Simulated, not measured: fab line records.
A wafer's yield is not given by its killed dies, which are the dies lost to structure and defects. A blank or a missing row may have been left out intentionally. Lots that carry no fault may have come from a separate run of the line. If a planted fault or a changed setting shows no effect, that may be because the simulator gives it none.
Matching of chambers | flow sky130 | wet bench-03 running SKY_VIA3_STRIP_17: 3 sister chambers
The step strips in post etch residue remover, time 1200 s. 14 wafers are shown with their chamber, then 7 later ones without.

EACH WAFER AND ITS CHAMBER
wafer  | chamber | bath heat duty pct (%)
L772.1 | 0       | 16.2
L772.4 | 0       | 16.8
L772.6 | 0       | 17.3
L774.2 | 3       | 13.5
L774.5 | 3       | 12.6
L774.6 | 3       | 13.6
L776.1 | 2       | 14.5
L776.3 | 2       | 17.0
L776.5 | 2       | 15.3
L775.1 | 0       | 16.1
L775.3 | 0       | 17.0
L775.6 | 0       | 16.2
L783.1 | 3       | 13.6
L783.3 | 3       | 14.2

SIGNATURES (means of the wafers above)
reading            | chamber 0 | chamber 2 | chamber 3 | scatter within a chamber
bath heat duty pct | 16.600    | 15.600    | 13.500    | 0.729
Rule: a wafer lies at a distance from a chamber equal to the root of the sum of squares, over the readings, of (its reading less the chamber's mean, divided by the reading's scatter). If the next closest chamber is less than 2 further off than the closest, the wafer can't be placed; otherwise it belongs to the closest. The scatter: take each reading less its chamber's mean, square it, sum over the shown wafers, divide by the number of wafers less the number of chambers, and take the root.

WAFERS WITHOUT THEIR CHAMBER
wafer  | bath heat duty pct (%)
L783.6 | 14.0
L786.2 | 17.4
L786.3 | 16.9
L786.4 | 16.2
L788.2 | 14.2
L788.4 | 13.3
L788.5 | 12.4

WHICH CHAMBER EACH ONE RAN IN
wafer  | from the rows above     | in truth
L783.6 | can't be placed: 3 or 2 | 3
L786.2 | can't be placed: 0 or 2 | 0
L786.3 | can't be placed: 0 or 2 | 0
L786.4 | can't be placed: 0 or 2 | 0
L788.2 | can't be placed: 3 or 2 | 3
L788.4 | 3                       | 3
L788.5 | 3                       | 3
Placed correctly: 2 of 7. Not placeable from these rows: 5 (in 5, the candidates include the true chamber). Number placed wrongly: 0.
